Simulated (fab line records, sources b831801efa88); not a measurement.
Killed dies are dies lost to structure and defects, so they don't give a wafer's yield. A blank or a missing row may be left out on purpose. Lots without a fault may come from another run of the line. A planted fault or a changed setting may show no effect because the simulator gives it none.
Chamber matching | flow gf180mcu | GF_M5_ETCH_09 on rie_diel-04: 4 sister chambers
The step etches Si3N4 in CF4/O2, target depth 52 nm, time 11.6 s. 20 wafers are shown with their chamber, then 10 later ones without.

WAFERS WITH THEIR CHAMBER
wafer  | chamber | drypump_motor_current_A (A) | oes_product_au (a.u.) | rf_fwd_power_W (W)
L075.1 | 0       | 5.3                         | 1.019                 | 782
L075.4 | 2       | 5.9                         | 1.010                 | 782
L075.6 | 3       | 6.6                         | 0.991                 | 792
L076.1 | 3       | 6.7                         | 0.996                 | 791
L076.3 | 1       | 6.1                         | 0.967                 | 784
L076.6 | 3       | 6.7                         | 0.995                 | 792
L078.2 | 0       | 5.3                         | 1.007                 | 781
L078.3 | 3       | 6.7                         | 0.993                 | 790
L078.5 | 2       | 5.9                         | 0.997                 | 781
L082.2 | 3       | 6.7                         | 0.995                 | 789
L082.5 | 0       | 5.3                         | 1.006                 | 785
L082.6 | 1       | 6.1                         | 0.981                 | 785
L083.1 | 3       | 6.7                         | 0.991                 | 791
L083.3 | 0       | 5.3                         | 0.997                 | 786
L083.4 | 2       | 5.9                         | 0.999                 | 788
L085.2 | 3       | 6.7                         | 0.990                 | 789
L085.5 | 1       | 6.1                         | 0.967                 | 783
L085.6 | 2       | 5.9                         | 0.983                 | 781
L086.2 | 0       | 5.3                         | 0.998                 | 779
L086.3 | 2       | 5.9                         | 0.988                 | 785

SIGNATURES (means of the wafers above)
reading                 | chamber 0 | chamber 1 | chamber 2 | chamber 3 | scatter within a chamber
drypump_motor_current_A | 5.300     | 6.100     | 5.900     | 6.686     | 0.0231
oes_product_au          | 1.00540   | 0.97167   | 0.99540   | 0.99300   | 0.00756
rf_fwd_power_W          | 782.60    | 784.00    | 783.40    | 790.57    | 2.27
Rule: a wafer's distance from a chamber is the root of the sum, over the readings, of the square of ((its reading less the chamber's mean) divided by the reading's scatter). The wafer belongs to the nearest chamber; if the next one is less than 2 further off, it can't be placed. The scatter: the root of (the sum of the squares of (reading less its chamber's mean) over the shown wafers, divided by (wafers less chambers)).

WAFERS WITHOUT THEIR CHAMBER
wafer  | drypump_motor_current_A (A) | oes_product_au (a.u.) | rf_fwd_power_W (W)
L086.6 | 5.2                         | 1.009                 | 784
L089.4 | 6.7                         | 0.998                 | 786
L089.5 | 5.9                         | 0.999                 | 789
L089.6 | 6.7                         | 0.990                 | 787
L092.2 | 6.7                         | 0.996                 | 791
L092.5 | 5.3                         | 1.015                 | 785
L092.6 | 6.7                         | 0.990                 | 790
L095.1 | 6.7                         | 0.988                 | 790
L095.2 | 6.1                         | 0.968                 | 782
L095.6 | 6.1                         | 0.977                 | 783

WHICH CHAMBER EACH WENT THROUGH
wafer  | from the rows above | in truth
L086.6 | 0                   | 0
L089.4 | 3                   | 3
L089.5 | 2                   | 2
L089.6 | 3                   | 3
L092.2 | 3                   | 3
L092.5 | 0                   | 0
L092.6 | 3                   | 3
L095.1 | 3                   | 3
L095.2 | 1                   | 1
L095.6 | 1                   | 1
Placed correctly: 10 of 10. Can't be placed from these rows: 0. Placed wrongly: 0.
